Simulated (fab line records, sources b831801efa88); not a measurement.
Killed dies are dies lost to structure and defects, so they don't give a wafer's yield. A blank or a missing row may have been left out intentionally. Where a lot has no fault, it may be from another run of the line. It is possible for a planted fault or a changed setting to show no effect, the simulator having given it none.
The same fault as seen by 2 desks ; flow sky130 ; numbers are kept per desk, each desk with only its own; the story behind them comes last

THE METROLOGY DESK
Means of the sampled wafers that have a number, per lot and without regard to the tool the lot ran on: this is what the gauges read. A lot is out of limits, marked OUT, if its mean lies more than 4 standard deviations from the usual mean; the brackets give that distance.
Columns: A = cdNm at SKY_VT_ADJUST_NCORE_CD_MEAS_07, usual 379.7 nm; B = VT_ADJUST_HVTR_TW at SKY_VT_ADJUST_HVTR_TW_MEAS_11, usual 211.6
lot;first seen here;A;B
L435;day 9 01:25;379.1;212.7
L438;day 9 22:08;384.2;213.0
L443;day 11 15:17;380.9;199.7 (-11) OUT
L444;day 12 02:40;382.9;199.1 (-11) OUT
L447;day 12 20:41;378.3;198.7 (-12) OUT
L448;day 13 02:25;380.6;211.1
L449;day 13 15:13;375.2;210.2
L451;day 13 22:19;380.0;212.4
L453;day 14 13:47;379.9;210.6
L454;day 15 08:30;381.4;211.3
L456;day 15 14:10;378.7;211.9
L455;day 15 14:37;377.7;211.2
Per this desk, out of limits: L443, L444, L447; the first was L443, day 12 16:25 (VT_ADJUST_HVTR_TW at SKY_VT_ADJUST_HVTR_TW_MEAS_11). In limits: L435, L438, L448, L449, L451, L453, L454, L456, L455.

THE TOOL OWNER'S DESK: implanter-04
The tool's own readings at SKY_VT_ADJUST_HVTR_IMPLANT_09: means of the sampled wafers that have a number, for each lot that ran on this tool. A lot is out of limits, marked OUT, if its mean lies more than 4 standard deviations from the usual mean; the brackets give that distance.
Columns: A = doseIonsCm2 at SKY_VT_ADJUST_HVTR_IMPLANT_09, usual 2.1001e+12; B = faradayCurrentUA at SKY_VT_ADJUST_HVTR_IMPLANT_09, usual 11.85
lot;first seen here;A;B
L438;day 10 20:54;2.0984e+12;12.16
L443;day 12 16:12;1.6785e+12 (-99 or more) OUT;9.42 (-11) OUT
L444;day 13 04:20;1.6788e+12 (-99 or more) OUT;9.49 (-10) OUT
L447;day 13 21:50;1.6793e+12 (-99 or more) OUT;9.46 (-10) OUT
This desk's verdict: out of limits on L443, L444, L447, starting with L443 at day 12 16:12 (doseIonsCm2 at SKY_VT_ADJUST_HVTR_IMPLANT_09). In limits: L438.

TAKEN TOGETHER
At day 12 16:12, on L443, L444, L447, the tool owner's desk was in a position to raise an alarm.
The metrology desk could have raised an alarm at day 12 16:25, on L443, L444, L447.
Every lot named ran SKY_VT_ADJUST_HVTR_IMPLANT_09 on implanter-04.

WHAT HAD BEEN PUT IN BY THE SIMULATOR
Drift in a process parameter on implanter-04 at SKY_VT_ADJUST_HVTR_IMPLANT_09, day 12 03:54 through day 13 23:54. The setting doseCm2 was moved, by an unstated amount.
Lots struck among those shown: L443, L444, L447.
Time in hours from fault onset to the first out-of-limits reading at each desk: tool owner's desk 12, metrology desk 13.
